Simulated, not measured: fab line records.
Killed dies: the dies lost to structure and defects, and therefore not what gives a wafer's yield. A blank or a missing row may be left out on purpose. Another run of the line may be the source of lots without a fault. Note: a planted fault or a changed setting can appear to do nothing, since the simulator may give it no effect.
fab line records	flow gf180mcu
record: lots: 12	wafers: 36	lastDay: 34
route steps=602 shown STI@31 NWELL@52 VT_IMPLANT@116
lots with no fault: from the same line, run without faults
startH: the number of hours between the record's first day and the start of the first shown wafer of the lot	waitH: hours from the lot's prior step to this one	" as in the row above	L1.1+2: several wafers, shown together as one row	- no value present, or no start provided	* or withheld: withheld	< > ~ a bound
route shown NAME@n: NAME is a module with steps in the file, n the number in the route of the first one	usual: mean and standard deviation over wafers with no fault	same: alike in all rows	chamber/n: place in a boat	sites: per-site readings	_std_site: standard deviation of those values	_edge_site: outer sites' mean less inner sites'	radiusMm: for every site, how far away it sits from the centre of the wafer	mask NAME#n: copy n	behind: the tool/chamber that last shaped the wafer	hold: why the lot was held/for how many hours/how that ended	device: the transistor (n, p or np) that didn't switch	end of line: tests run on the same wafers once the route is complete	for a step that has no rows: nothing shown but its recipe	killed: count of dies lost to structure and defects at first sort (not the wafer's yield)	map: per-die view of a wafer (x killed, . not killed, _ where there is no die)
set.NAME: the setting that was run; set.NAME@STEP: the one run at that earlier step	model.NAME: the simulator's own value behind a step, which no gauge read
route steps across a sampled set of lots; one table per step, one row per wafer
services: from which hour (startH, from the record's first day; less than 0 if before it) a tool's chamber was out of use, for how many hours, and why
== steps ==
step: GF_STI_THK_MEAS_30
recipe: reads: SiO2_of_STI_OXIDATION_29
usual: STI_OXIDATION_02_THK: 10.04/0.17
lot.wafer	tool	chamber	startH	waitH	STI_OXIDATION_02_THK[nm]
L575.1	filmMetro-03	-	32.22	0.0	10.11
L575.3	"	-	"	"	10.17
L575.5	"	-	"	"	10.22
L576.3	filmMetro-02	-	35.53	0.0	10.34
L576.4	"	-	"	"	10.09
L576.5	"	-	"	"	10.02
L577.2	filmMetro-03	-	40.24	0.0	9.99
L577.5	"	-	"	"	10.02
L577.6	"	-	"	"	10.26
L578.2	filmMetro-02	-	45.75	0.0	10.10
L578.3	"	-	"	"	10.03
L578.4	"	-	"	"	9.90
L579.1	filmMetro-04	-	50.80	0.0	9.84
L579.3	"	-	"	"	9.88
L579.6	"	-	"	"	9.87
L580.1	filmMetro-04	-	55.80	0.0	9.94
L580.2	"	-	"	"	9.89
L580.5	"	-	"	"	10.00
L582.1	filmMetro-02	-	68.18	0.0	9.94
L582.4	"	-	"	"	9.90
L582.5	"	-	"	"	9.85
L584.1	filmMetro-02	-	76.03	0.0	9.98
L584.3	"	-	"	"	9.88
L584.4	"	-	"	"	9.88
L587.4	filmMetro-03	-	93.62	0.0	9.94
L587.5	"	-	"	"	10.04
L587.6	"	-	"	"	10.00
L590.1	filmMetro-04	-	106.57	0.0	9.93
L590.5	"	-	"	"	10.03
L590.6	"	-	"	"	9.96
L591.1	filmMetro-04	-	112.12	0.0	9.75
L591.3	"	-	"	"	9.62
L591.5	"	-	"	"	9.92
L598.1	filmMetro-02	-	150.52	0.0	9.86
L598.2	"	-	"	"	10.03
L598.4	"	-	"	"	9.90
step: GF_NWELL_STRIP_10
recipe: chemistry: O2/N2	powerW: 1400	pressureMtorr: 1500	platenTempC: 250	o2FlowSccm: 3000	n2FlowSccm: 300	overashFraction: 0.5
usual: chamberPressureMTorr: 1499.9/1.5	drypumpMotorCurrentA: 5.8/0.4	heaterPowerW: 319/23	o2FlowSccm: 3001/8.7	oesProductAu: 0.723/0.0048	platenTempC: 249.98/0.19	stripTimeToEndpointS: 36.90/0.11
lot.wafer	tool	chamber	startH	waitH	chamberPressureMTorr	drypumpMotorCurrentA	heaterPowerW	o2FlowSccm	oesProductAu	platenTempC	rfHoursCounterH	stripTimeToEndpointS
L575.1	plasmaAsher-01	1	57.44	0.1	1499.6	6.0	298	2997	0.722	249.97	41	36.81
L575.3	"	1	"	"	1498.9	6.0	302	2987	0.726	249.56	-	36.80
L575.5	"	0	"	"	1502.4	6.2	330	2999	0.718	249.96	-	36.77
L576.3	plasmaAsher-02	1	61.12	0.1	1500.3	5.4	325	2998	0.719	249.91	-	37.10
L576.4	"	0	"	"	1498.9	5.7	314	2994	0.717	249.79	-	37.02
L576.5	"	0	"	"	1501.3	5.7	315	2983	0.724	249.94	-	37.18
L577.2	plasmaAsher-04	1	65.53	0.1	1499.8	5.3	296	2992	0.730	250.10	39	36.77
L577.5	"	0	"	"	1501.7	6.4	372	3004	0.717	250.04	-	36.76
L577.6	"	1	"	"	1497.6	5.3	290	2998	0.726	250.15	-	36.93
L578.2	plasmaAsher-04	1	71.39	0.1	1500.9	5.3	292	3005	0.721	249.87	40	36.60
L578.3	"	1	"	"	1498.4	5.3	297	3006	0.715	249.90	-	36.73
L578.4	"	0	"	"	1500.6	6.4	365	3006	0.719	250.04	-	36.67
L579.1	plasmaAsher-02	0	76.61	0.1	1502.6	5.7	312	2992	0.718	249.92	29	36.92
L579.3	"	1	"	"	1501.2	5.3	333	2998	0.725	249.99	-	36.80
L579.6	"	0	"	"	1499.9	5.7	314	2985	0.718	250.10	-	36.96
L580.1	plasmaAsher-01	0	82.46	0.1	1499.7	6.2	325	3010	0.722	249.90	42	37.06
L580.2	"	1	"	"	1500.4	5.9	300	2990	0.728	250.25	42	37.04
L580.5	"	0	"	"	1498.2	6.2	330	2984	0.720	250.09	-	37.09
L582.1	plasmaAsher-04	1	95.09	0.1	1500.6	5.3	291	2980	0.717	250.09	42	36.89
L582.4	"	0	"	"	1500.1	6.4	361	3018	0.725	250.11	-	36.87
L582.5	"	0	"	"	1500.1	6.4	356	3011	0.718	249.93	-	36.80
L584.1	plasmaAsher-01	1	103.31	0.1	1501.1	5.9	295	2978	0.720	250.29	45	36.96
L584.3	"	0	"	"	1500.7	6.2	320	2994	0.724	249.99	-	36.95
L584.4	"	1	"	"	1498.2	6.0	302	2992	0.721	250.37	-	37.02
L587.4	plasmaAsher-04	1	121.90	0.1	1502.1	5.3	286	3006	0.720	250.15	-	37.10
L587.5	"	1	"	"	1500.8	5.3	289	3009	0.728	249.95	-	36.87
L587.6	"	0	"	"	1499.3	6.4	365	3009	0.732	249.99	-	37.02
L590.1	plasmaAsher-02	0	136.89	0.1	1498.3	5.7	315	2991	0.721	250.24	37	37.07
L590.5	"	0	"	"	1500.5	5.7	303	2998	0.721	250.02	-	37.07
L590.6	"	1	"	"	1497.5	5.3	327	2989	0.722	250.14	-	37.08
L591.1	plasmaAsher-02	1	143.16	0.1	1501.3	5.4	331	2995	0.729	250.20	37	36.83
L591.3	"	0	"	"	1502.2	5.7	308	3000	0.718	249.77	-	36.78
L591.5	"	1	"	"	1501.4	5.4	331	2996	0.722	250.24	-	36.81
L598.1	plasmaAsher-01	0	183.39	0.1	1499.6	6.2	323	2997	0.720	250.17	53	36.91
L598.2	"	1	"	"	1500.9	5.9	300	3015	0.722	249.72	53	36.89
L598.4	"	0	"	"	1498.8	6.3	334	3001	0.734	250.30	-	36.93
step: GF_VT_IMPLANT_EXPOSE_26
recipe: maskId: LVPWELL_HV_AREA	targetCdNm: 860	na: 0.6	sourceShape: conventional	sigmaOuter: 0.6	doseMj: 140
usual: focusOffsetNm: 0.0/0.49
lot.wafer	tool	chamber	startH	waitH	mask	focusOffsetNm
L575.1	ilineStepper-02	0	135.20	-	LVPWELL_HV_AREA#0	-0.7
L575.3	"	0	"	"	LVPWELL_HV_AREA#0	0.2
L575.5	"	0	"	"	LVPWELL_HV_AREA#0	-0.5
L576.3	ilineStepper-01	0	138.61	-	LVPWELL_HV_AREA#0	-0.9
L576.4	"	0	"	"	LVPWELL_HV_AREA#0	-0.3
L576.5	"	0	"	"	LVPWELL_HV_AREA#0	-0.2
L577.2	ilineStepper-01	0	145.67	-	LVPWELL_HV_AREA#0	0.1
L577.5	"	0	"	"	LVPWELL_HV_AREA#0	0.2
L577.6	"	0	"	"	LVPWELL_HV_AREA#0	0.3
L578.2	ilineStepper-02	0	152.04	-	LVPWELL_HV_AREA#0	0.3
L578.3	"	0	"	"	LVPWELL_HV_AREA#0	0.4
L578.4	"	0	"	"	LVPWELL_HV_AREA#0	0.2
L579.1	ilineStepper-01	0	157.83	-	LVPWELL_HV_AREA#0	-0.5
L579.3	"	0	"	"	LVPWELL_HV_AREA#0	-0.5
L579.6	"	0	"	"	LVPWELL_HV_AREA#0	-0.1
L580.1	ilineStepper-01	0	166.08	-	LVPWELL_HV_AREA#0	0.8
L580.2	"	0	"	"	LVPWELL_HV_AREA#0	0.6
L580.5	"	0	"	"	LVPWELL_HV_AREA#0	-0.2
L582.1	ilineStepper-01	0	179.70	-	LVPWELL_HV_AREA#0	0.7
L582.4	"	0	"	"	LVPWELL_HV_AREA#0	1.0
L582.5	"	0	"	"	LVPWELL_HV_AREA#0	-0.1
L584.1	ilineStepper-02	0	189.13	-	LVPWELL_HV_AREA#0	0.7
L584.3	"	0	"	"	LVPWELL_HV_AREA#0	-0.2
L584.4	"	0	"	"	LVPWELL_HV_AREA#0	0.3
L587.4	ilineStepper-02	0	211.68	-	LVPWELL_HV_AREA#0	0.0
L587.5	"	0	"	"	LVPWELL_HV_AREA#0	-1.1
L587.6	"	0	"	"	LVPWELL_HV_AREA#0	-0.5
L590.1	ilineStepper-02	0	229.42	-	LVPWELL_HV_AREA#0	0.0
L590.5	"	0	"	"	LVPWELL_HV_AREA#0	-0.2
L590.6	"	0	"	"	LVPWELL_HV_AREA#0	-0.1
L591.1	ilineStepper-01	0	235.67	-	LVPWELL_HV_AREA#0	-0.1
L591.3	"	0	"	"	LVPWELL_HV_AREA#0	-0.8
L591.5	"	0	"	"	LVPWELL_HV_AREA#0	-0.5
L598.1	ilineStepper-01	0	283.97	-	LVPWELL_HV_AREA#0	0.6
L598.2	"	0	"	"	LVPWELL_HV_AREA#0	0.3
L598.4	"	0	"	"	LVPWELL_HV_AREA#0	0.7
step: GF_VT_IMPLANT_OVL_MEAS_29
usual: VT_IMPLANT_02_OVL: -0.4/1.3
lot.wafer	tool	chamber	startH	waitH	VT_IMPLANT_02_OVL[nm]
L575.1	overlay-01	-	143.13	0.1	-2.2
L575.3	"	-	"	"	0.3
L575.5	"	-	"	"	-1.2
L576.3	overlay-01	-	146.60	0.1	-2.2
L576.4	"	-	"	"	-0.9
L576.5	"	-	"	"	-0.6
L577.2	overlay-02	-	153.51	0.1	-1.5
L577.5	"	-	"	"	-1.2
L577.6	"	-	"	"	-0.7
L578.2	overlay-02	-	159.41	0.1	0.3
L578.3	"	-	"	"	-0.2
L578.4	"	-	"	"	0.0
L579.1	overlay-01	-	165.29	0.1	-0.5
L579.3	"	-	"	"	-0.8
L579.6	"	-	"	"	-0.6
L580.1	overlay-02	-	174.08	0.1	-2.1
L580.2	"	-	"	"	-2.2
L580.5	"	-	"	"	-0.5
L582.1	overlay-02	-	187.50	0.1	-1.6
L582.4	"	-	"	"	-0.4
L582.5	"	-	"	"	0.7
L584.1	overlay-01	-	197.20	0.1	0.1
L584.3	"	-	"	"	-0.6
L584.4	"	-	"	"	-0.9
L587.4	overlay-02	-	220.09	0.1	209.3
L587.5	"	-	"	"	210.0
L587.6	"	-	"	"	211.2
L590.1	overlay-02	-	238.29	0.1	211.3
L590.5	"	-	"	"	211.5
L590.6	"	-	"	"	212.0
L591.1	overlay-01	-	244.95	0.1	0.4
L591.3	"	-	"	"	0.5
L591.5	"	-	"	"	-0.5
L598.1	overlay-02	-	293.79	0.1	2.0
L598.2	"	-	"	"	1.8
L598.4	"	-	"	"	0.6
step: GF_VT_IMPLANT_RTA_45
recipe: tempC: 1050	timeS: 30	ambient: N2
usual: lampPowerPct: 39.2/2.3	wafer_temp_C_max: 1056.5/1.2
lot.wafer	tool	chamber	startH	waitH	lampPowerPct	wafer_temp_C_max
L575.1	rtpAnneal-01	0	158.54	0.0	36.1	1055.4
L575.3	"	0	"	"	36.0	1056.2
L575.5	"	0	"	"	36.1	1055.0
L576.3	rtpAnneal-02	0	163.35	0.0	40.9	1057.0
L576.4	"	0	"	"	40.8	1056.8
L576.5	"	0	"	"	40.8	1057.3
L577.2	rtpAnneal-02	0	170.35	0.0	40.9	1056.9
L577.5	"	0	"	"	40.9	1055.7
L577.6	"	0	"	"	40.9	1056.7
L578.2	rtpAnneal-02	0	176.04	0.0	40.9	1057.3
L578.3	"	0	"	"	40.9	1055.9
L578.4	"	0	"	"	40.9	1058.2
L579.1	rtpAnneal-02	0	181.84	0.0	40.8	1057.0
L579.3	"	0	"	"	40.9	1055.9
L579.6	"	0	"	"	40.8	1057.2
L580.1	rtpAnneal-02	0	191.42	0.0	40.9	1057.1
L580.2	"	0	"	"	40.8	1059.4
L580.5	"	0	"	"	40.8	1055.9
L582.1	rtpAnneal-01	0	204.12	0.0	36.1	1056.2
L582.4	"	0	"	"	36.0	1056.3
L582.5	"	0	"	"	36.0	1055.2
L584.1	rtpAnneal-01	0	215.35	0.0	36.0	1057.4
L584.3	"	0	"	"	36.0	1056.4
L584.4	"	0	"	"	36.1	1056.2
L587.4	rtpAnneal-02	0	239.41	0.1	40.8	1057.8
L587.5	"	0	"	"	40.8	1056.1
L587.6	"	0	"	"	40.9	1058.1
L590.1	rtpAnneal-01	0	256.54	0.0	36.0	1056.5
L590.5	"	0	"	"	36.0	1056.0
L590.6	"	0	"	"	36.0	1057.2
L591.1	rtpAnneal-02	0	264.27	0.0	40.9	1057.0
L591.3	"	0	"	"	40.9	1057.8
L591.5	"	0	"	"	40.9	1055.9
L598.1	rtpAnneal-02	0	315.46	0.1	40.9	1056.2
L598.2	"	0	"	"	40.9	1055.2
L598.4	"	0	"	"	40.8	1059.1
== services ==
tool	chamber	startH	hours	kind
plasmaAsher-01	-	60.46	8.4	repair
ilineStepper-01	-	111.20	1.7	pm
rtpAnneal-01	-	126.10	0.9	pm
ilineStepper-02	-	147.92	1.7	pm
plasmaAsher-04	-	190.49	6.7	repair
plasmaAsher-02	-	194.82	6.0	repair
plasmaAsher-04	-	197.32	4.5	repair
plasmaAsher-02	-	295.56	2.8	pm
ilineStepper-02	-	304.38	28.9	pm
rtpAnneal-01	-	310.95	5.3	pm
ilineStepper-01	-	311.40	4.4	repair
ilineStepper-01	-	312.52	7.9	repair
== key ==
firstSign: step: GF_VT_IMPLANT_OVL_MEAS_29	reading: VT_IMPLANT_02_OVL	direction: up	sigmas: 99+	usual: -0.4	struck: 210.9
effect none on later readings
metAt GF_VT_IMPLANT_EXPOSE_26
struckLots L587,L590
testerLeftOut L587,L590
notActingAt GF_STI_THK_MEAS_30,GF_NWELL_STRIP_10,GF_VT_IMPLANT_RTA_45
onsetBetween 189.13 211.68
fault: kind: scannerMatchingOverlay	tool: ilineStepper-02	chamber: -	onsetH: 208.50	steps: GF_VT_IMPLANT_EXPOSE_26	offset: 212.14
testerLeftOut: of these lots the tester's yield and bins aren't shown, on N5 and GAA mostly nor the transistor test; their killed dies are dies lost to structure and defects alone, not to doping, threshold or leakage, so they don't give the yield
